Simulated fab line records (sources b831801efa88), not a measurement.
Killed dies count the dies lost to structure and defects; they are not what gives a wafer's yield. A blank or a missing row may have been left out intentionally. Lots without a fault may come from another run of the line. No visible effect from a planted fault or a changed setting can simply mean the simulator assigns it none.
Which tool is to blame? | flow sky130 | 6 lots, 16 wafers sampled, at 3 steps of a route of 708

## WHAT THE GAUGES SHOWED, per wafer
SKY_FIELD_ISO_THK_MEAS_25.
lot  | measured    | on           | FIELD_ISO_CVD_24_THK (nm)
L681 | day 2 13:57 | filmMetro-04 | 587 593 589
L684 | day 3 06:02 | filmMetro-03 | 595 604 603
L686 | day 3 14:52 | filmMetro-03 | 606 601 602
L689 | day 4 06:07 | filmMetro-01 | 911 912
L696 | day 5 22:30 | filmMetro-01 | 597 599 608
L702 | day 7 07:03 | filmMetro-04 | 598 605 609

## WHICH TOOL RAN EACH LOT (tool, then ch and the chambers of the sampled wafers, then the start)
lot  | SKY_FIELD_ISO_STRIP_16             | SKY_FIELD_ISO_CVD_24
L681 | plasmaAsher-03 ch 0,1, day 2 10:53 | hdpcvd-01 ch 0,2, day 2 13:52
L684 | plasmaAsher-03 ch 0,1, day 3 03:51 | hdpcvd-02 ch 0,2, day 3 05:58
L686 | plasmaAsher-01 ch 0,1, day 3 11:47 | hdpcvd-01 ch 0,1,2, day 3 14:48
L689 | plasmaAsher-01 ch 1, day 4 03:36   | hdpcvd-01 ch 0, day 4 06:02
L696 | plasmaAsher-02 ch 0,1, day 5 20:45 | hdpcvd-02 ch 0,1,2, day 5 22:26
L702 | plasmaAsher-01 ch 0,1, day 7 02:30 | hdpcvd-02 ch 1,2, day 7 06:59
- SKY_FIELD_ISO_STRIP_16: strips in O2/N2.
- SKY_FIELD_ISO_CVD_24: deposits SiO2, target thk 595 nm, time 99.2 s.

## THE ANSWER, worked out from the rows above alone
Rule: usual is defined by the lots themselves. Put in order of their means at a reading, lots are off if they are a third of the lots or fewer, leave a main group of 4 or more, and stand apart from it by a gap of 3 or more times the standard deviation of the main group's means; of several such gaps the widest counts. A main group whose means are all the same, to the digits that the tables above print for the reading, isn't used. A lot without any number at a reading at which 4 lots or more have one is off too. Any other lot the step has rows for is counted as sound.
Off: L689, at SKY_FIELD_ISO_THK_MEAS_25 (FIELD_ISO_CVD_24_THK). For the main group the mean is 600 nm and the standard deviation 5.2.
If a tool, at a process step before that reading, ran all the lots that are off and no sound lot after the first of them, it fits. Gauges at SKY_FIELD_ISO_THK_MEAS_25: tried the same way as those tools. One fits: hdpcvd-01 at SKY_FIELD_ISO_CVD_24. Its last sound lot is L686 (day 3 14:48), its first lot that is off L689 (day 4 06:02): a fault that began between those two fits.

## WHAT HAD BEEN PUT IN BY THE SIMULATOR
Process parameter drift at SKY_FIELD_ISO_CVD_24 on hdpcvd-01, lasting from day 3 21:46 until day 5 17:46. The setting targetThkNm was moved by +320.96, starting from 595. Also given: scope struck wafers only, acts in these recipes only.
Lots struck among those shown: L689. Same finding as the rule above.
